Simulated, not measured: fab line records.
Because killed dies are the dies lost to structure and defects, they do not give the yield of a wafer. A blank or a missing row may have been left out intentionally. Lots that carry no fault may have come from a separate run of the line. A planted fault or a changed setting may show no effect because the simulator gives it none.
Struck lot and sound lot, side by side    flow sky130    18 out of 708 route steps
Sound: wafers L936.1, L936.2, L936.5. Struck: wafers L933.2, L933.3. (L933.4 of the same lot was not struck and is left out.) The cause comes at the end.
For every step that has rows: the tool of each side, followed by ch and its chambers, followed by its first start. Under that, the readings that differ: sound wafers    struck wafers    difference of the means    sigmas: that difference in standard deviations of wafers without a fault.
alike: readings whose means differ by less than 2 such deviations, and words and numbers that are the same on both sides. not compared: withheld readings, readings that some wafer has no value for, bounds like >300 that may hide the same value, and numbers for which the record gives no deviation and whose values overlap.
Wherever a step has rows on one side only, a row that says differs or no value, or a row with sigmas, the two part there. When numbers do not overlap yet have no deviation, they are printed without sigmas and do not part them. A reading missing from all wafers of one side parts the sides only when that side holds two or more wafers.

first, 3 steps without rows for these wafers: SKY_LI_CONTACT_EXPOSE_09 (exposes mask LICM1, target cd 170 nm); SKY_LI_CONTACT_PEB_10; SKY_LI_CONTACT_DEVELOP_11 (develop time 60 s).
SKY_LI_CONTACT_CD_MEAS_12: the cd target is 170 nm.
  sound: cd sem-02 at day 35 11:29; struck: cd sem-02 at day 34 15:52
  alike: cd nm
SKY_LI_CONTACT_OVL_MEAS_13:
  sound: overlay-02 at day 35 11:37; struck: overlay-02 at day 34 15:58
  alike: LI_CONTACT_OVL
SKY_LI_CONTACT_ETCH_14: etches BARC in N2/H2, stops on SiO2, time 45.9 s, target depth 60 nm.
  sound on rie diel-03 ch 0,2, day 35 11:38; struck on rie diel-01 ch 1,3, day 34 16:00
  alike: chamber pressure mTorr, drypump motor current A, oes product au, throttle valve pct
  not compared: rf hours counter h
SKY_LI_CONTACT_ETCH_15: etches PSG in C4F8/O2/Ar, stops on Si, target depth 600 nm.
  sound on rie diel-03 ch 0,2, day 35 11:41; struck on rie diel-01 ch 1,3, day 34 16:03
  alike: chamber pressure mTorr, oes product au
SKY_LI_CONTACT_STRIP_16: strips in O2/N2.
  sound on plasma asher-04 ch 0,1, day 35 11:46; struck on plasma asher-04 ch 1, day 34 16:08
  alike: chamber pressure mTorr, drypump motor current A, oes product au, strip time to endpoint s
  not compared: rf hours counter h
then, 2 steps without rows for these wafers: SKY_LI_CONTACT_CLEAN_17 (cleans in NMP, time 600 s); SKY_LI_CONTACT_PRE_CLEAN_18 (time 5.6 s).
SKY_LI_CONTACT_SPUTTER_19: material Ti, target thk 20 nm, time 106.37 s.
  sound: pvd sputter-04 at day 35 12:04; struck: pvd sputter-04 at day 34 16:26
  alike: substrate temp c, throttle valve pct
SKY_LI_CONTACT_SPUTTER_20: material TiN, target thk 20 nm, time 80 s.
  sound: pvd sputter-04 at day 35 12:08; struck: pvd sputter-04 at day 34 16:30
  alike: throttle valve pct
SKY_LI_CONTACT_CVD_21: deposits W, target thk 400 nm, time 120.56 s.
  sound on cvd w-02 ch 0,1, day 35 12:12; struck on cvd w-01 ch 0,1, day 34 16:34
reading                                   sound              struck     difference  sigmas
model.W_of_LI_CONTACT_CVD_21.thk nm (nm)  398.3 401.9 398.2  277 283.4  -119        
  alike: heater power outer w, heater power w
SKY_LI_CONTACT_RS_MEAS_22: measures by four-point-probe.
  sound: film metro-03 at day 35 12:20; struck: film metro-04 at day 34 16:43
reading                   sound                 struck         difference  sigmas
LI_CONTACT_W_RS (ohm/sq)  0.2860 0.2837 0.2862  0.4118 0.4022  +0.1217     +47
SKY_LI_CONTACT_THK_MEAS_23: measures by xrf.
  sound: film metro-03 at day 35 12:27; struck: film metro-04 at day 34 16:49
reading                sound        struck   difference  sigmas
LI_CONTACT_W_THK (nm)  407 408 404  283 291  -119        -19
SKY_LI_CONTACT_CMP_24: polishes, stops on PSG, t overpolish 20 s, target thk 0 nm.
  sound on cmp-02 ch 0,2, day 35 12:31; struck on cmp-01 ch 0,2, day 34 16:52
reading                 sound     struck  difference  sigmas
time to endpoint s (s)  95 97 95  60 66   -33         -9
  alike: motor current A
then, 1 step without rows for these wafers: SKY_LOCAL_INTERCONNECT_SPUTTER_00 (material TiN, target thk 100 nm, time 83.3 s).
-- record jumps: 15 days separate the struck wafers' starts on either side; left off in module LOCAL_INTERCONNECT, taken up again in module PAD_OPEN, whose first shown step is the route's number 708 --
SKY_PAD_OPEN_PROBE_99:
  the record has rows for the struck wafers here (prober-01, day 49 16:22) and none for the sound ones

WHERE THEY PART
Last at SKY_PAD_OPEN_PROBE_99 as far as this record goes, first at SKY_LI_CONTACT_RS_MEAS_22.

WHY: whatever the simulator had introduced
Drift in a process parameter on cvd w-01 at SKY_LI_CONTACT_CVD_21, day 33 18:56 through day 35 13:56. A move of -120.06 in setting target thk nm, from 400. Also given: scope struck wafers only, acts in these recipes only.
